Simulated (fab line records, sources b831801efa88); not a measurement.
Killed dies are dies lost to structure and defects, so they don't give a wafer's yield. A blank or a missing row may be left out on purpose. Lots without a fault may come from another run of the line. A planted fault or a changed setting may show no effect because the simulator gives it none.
Which tool did it? | flow gf180mcu | 10 lots, 30 wafers sampled, at 6 steps of a route of 602

WHAT THE GAUGES READ, wafer by wafer
GF_V3_RS_MEAS_24: measures by four-point-probe. Usual: V3_W_RS 0.330 ohm/sq, standard deviation 0.0045.
lot  | measured     | on            | V3_W_RS (ohm/sq)                    | flag
L980 | day 22 02:36 | film_metro-02 | 0.323 0.331 0.326                   |
L981 | day 22 13:02 | film_metro-04 | 0.336 0.335 0.334                   |
L983 | day 23 19:14 | film_metro-01 | 0.332 0.333 0.334                   |
L989 | day 25 13:29 | film_metro-01 | 0.332 0.333 0.333                   |
L990 | day 25 20:39 | film_metro-04 | 0.335 0.331 0.331                   |
L992 | day 26 16:28 | film_metro-02 | 0.286 0.286 0.287 0.285 0.286 0.286 | OFF
L993 | day 27 00:01 | film_metro-01 | 0.280 0.289 0.285 0.280 0.289 0.285 | OFF
L994 | day 27 01:35 | film_metro-01 | 0.331 0.325 0.333                   |
L101 | day 29 07:22 | film_metro-01 | 0.334 0.328 0.336                   |
L103 | day 29 14:06 | film_metro-02 | 0.320 0.327 0.324                   |

GF_V3_THK_MEAS_25: measures by xrf. Usual: V3_W_THK 355 nm, standard deviation 7.3.
lot  | measured     | on            | V3_W_THK (nm)           | flag
L980 | day 22 02:43 | film_metro-02 | 372 362 367             |
L981 | day 22 13:10 | film_metro-04 | 356 354 355             |
L983 | day 23 19:22 | film_metro-01 | 348 346 344             |
L989 | day 25 13:37 | film_metro-01 | 349 349 348             |
L990 | day 25 20:46 | film_metro-04 | 352 356 356             |
L992 | day 26 19:24 | film_metro-02 | 414 416 413 414 417 413 | OFF
L993 | day 27 03:26 | film_metro-01 | 409 403 403 409 397 402 | OFF
L994 | day 27 01:43 | film_metro-01 | 346 353 346             |
L101 | day 29 07:29 | film_metro-01 | 348 354 345             |
L103 | day 29 14:13 | film_metro-02 | 373 366 370             |

WHICH TOOL RAN EACH LOT (tool, then ch and the chambers of the sampled wafers, then the start)
lot  | GF_M3_SPUTTER_03             | GF_V3_SPUTTER_21             | GF_V3_SPUTTER_22             | GF_V3_CVD_23
L980 | pvd_sputter-03, day 20 00:09 | pvd_sputter-04, day 22 02:22 | pvd_sputter-04, day 22 02:25 | cvd_w-01 ch 0,1, day 22 02:28
L981 | pvd_sputter-04, day 20 10:28 | pvd_sputter-04, day 22 12:50 | pvd_sputter-04, day 22 12:53 | cvd_w-02 ch 0,1, day 22 12:56
L983 | pvd_sputter-04, day 21 18:14 | pvd_sputter-02, day 23 19:02 | pvd_sputter-02, day 23 19:05 | cvd_w-02 ch 0,1, day 23 19:08
L989 | pvd_sputter-01, day 23 16:01 | pvd_sputter-04, day 25 13:17 | pvd_sputter-04, day 25 13:20 | cvd_w-02 ch 0,1, day 25 13:23
L990 | pvd_sputter-01, day 23 22:14 | pvd_sputter-04, day 25 20:26 | pvd_sputter-04, day 25 20:29 | cvd_w-02 ch 1, day 25 20:32
L992 | pvd_sputter-01, day 24 19:31 | pvd_sputter-02, day 26 16:16 | pvd_sputter-02, day 26 16:19 | cvd_w-02 ch 0,1, day 26 16:22
L993 | pvd_sputter-01, day 25 02:11 | pvd_sputter-02, day 26 23:45 | pvd_sputter-02, day 26 23:49 | cvd_w-02 ch 0,1, day 26 23:54
L994 | pvd_sputter-01, day 25 07:01 | pvd_sputter-02, day 27 01:22 | pvd_sputter-02, day 27 01:26 | cvd_w-01 ch 0,1, day 27 01:28
L101 | pvd_sputter-01, day 27 14:38 | pvd_sputter-04, day 29 07:09 | pvd_sputter-04, day 29 07:13 | cvd_w-01 ch 0,1, day 29 07:15
L103 | pvd_sputter-03, day 27 22:10 | pvd_sputter-04, day 29 13:52 | pvd_sputter-04, day 29 13:56 | cvd_w-01 ch 0,1, day 29 13:58
- GF_M3_SPUTTER_03: material Ti, target thk 10 nm, time 6.7 s.
- GF_V3_SPUTTER_21: material Ti, target thk 15 nm, time 80.02 s.
- GF_V3_SPUTTER_22: material TiN, target thk 10 nm, time 40 s.
- GF_V3_CVD_23: deposits W, target thk 350 nm, time 104.9 s.

WHAT THE TOOLS THEMSELVES READ (means of the sampled wafers that have a number; where no wafer has one, the mark that the record gives instead)
GF_M3_SPUTTER_03. Usual: throttle_valve_pct 29.3 %, standard deviation 0.9.
lot  | tool           | throttle_valve_pct (%) | flag
L980 | pvd_sputter-03 | 29.6                   |
L981 | pvd_sputter-04 | 29.4                   |
L983 | pvd_sputter-04 | 29.5                   |
L989 | pvd_sputter-01 | 28.3                   |
L990 | pvd_sputter-01 | 28.0                   |
L992 | pvd_sputter-01 | 28.1                   |
L993 | pvd_sputter-01 | 28.7                   |
L994 | pvd_sputter-01 | 28.7                   |
L101 | pvd_sputter-01 | 29.1                   |
L103 | pvd_sputter-03 | 30.0                   |

GF_V3_SPUTTER_21. Usual: throttle_valve_pct 29.4 %, standard deviation 0.66.
lot  | tool           | throttle_valve_pct (%) | flag
L980 | pvd_sputter-04 | 29.4                   |
L981 | pvd_sputter-04 | 29.6                   |
L983 | pvd_sputter-02 | 29.8                   |
L989 | pvd_sputter-04 | 29.8                   |
L990 | pvd_sputter-04 | 29.3                   |
L992 | pvd_sputter-02 | 29.4                   |
L993 | pvd_sputter-02 | 29.1                   |
L994 | pvd_sputter-02 | 29.8                   |
L101 | pvd_sputter-04 | 29.4                   |
L103 | pvd_sputter-04 | 29.6                   |

GF_V3_SPUTTER_22. Usual: throttle_valve_pct 29.4 %, standard deviation 0.67.
lot  | tool           | throttle_valve_pct (%) | flag
L980 | pvd_sputter-04 | 29.4                   |
L981 | pvd_sputter-04 | 29.4                   |
L983 | pvd_sputter-02 | 29.9                   |
L989 | pvd_sputter-04 | 30.0                   |
L990 | pvd_sputter-04 | 29.2                   |
L992 | pvd_sputter-02 | 29.5                   |
L993 | pvd_sputter-02 | 29.2                   |
L994 | pvd_sputter-02 | 29.7                   |
L101 | pvd_sputter-04 | 29.3                   |
L103 | pvd_sputter-04 | 29.6                   |

GF_V3_CVD_23. Usual: heater_power_w 801 W, standard deviation 110; susceptor_temp_C 400.01 C, standard deviation 0.21.
lot  | tool     | heater_power_w (W) | susceptor_temp_C (C) | flag
L980 | cvd_w-01 | 849                | 400.03               |
L981 | cvd_w-02 | 809                | 400.02               |
L983 | cvd_w-02 | 795                | 399.90               |
L989 | cvd_w-02 | 802                | 399.94               |
L990 | cvd_w-02 | 759                | 400.04               |
L992 | cvd_w-02 | 849                | 408.26               | OFF
L993 | cvd_w-02 | 828                | 408.59               | OFF
L994 | cvd_w-01 | 844                | 399.89               |
L101 | cvd_w-01 | 861                | 399.98               |
L103 | cvd_w-01 | 772                | 399.96               |

THE ANSWER, worked out from the rows above alone
Rule: a lot is off if the mean of its wafers that have a number lies more than 3 standard deviations from the usual mean. A lot without any number at a reading at which 4 lots or more have one is off too. The other lots that the step has rows for count as sound. The gauges are gone through in route order, then the tools' own readings, and for those a lot's mean is taken as printed above. The first step at which some lot is off is used, and at that step the reading that is off furthest; a lot without a number counts as furthest.
Off: L992, L993, at GF_V3_RS_MEAS_24 (V3_W_RS).
A tool fits if, at a process step before that reading, it ran every lot that is off, and no sound lot after the first of them. The gauges at GF_V3_RS_MEAS_24 aren't tried: what is off there is off at GF_V3_CVD_23 too, on other tools, and a gauge's error can't cause that. One fits: cvd_w-02 at GF_V3_CVD_23. Its last sound lot is L990 (day 25 20:32), its first lot that is off L992 (day 26 16:22): a fault that began between those two fits.
The tool's own readings at GF_V3_CVD_23 bear it out: on the lots that are off they differ by more than 5 times the standard deviation of the sound lots' means. susceptor_temp_C reads 408.42 C there against 399.97 C on the sound lots.

WHAT THE SIMULATOR HAD PUT IN
Process parameter drift: cvd_w-02, from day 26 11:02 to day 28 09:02, at GF_V3_CVD_23. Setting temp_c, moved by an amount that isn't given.
Lots struck among those shown: L992, L993. The rule above found the same.
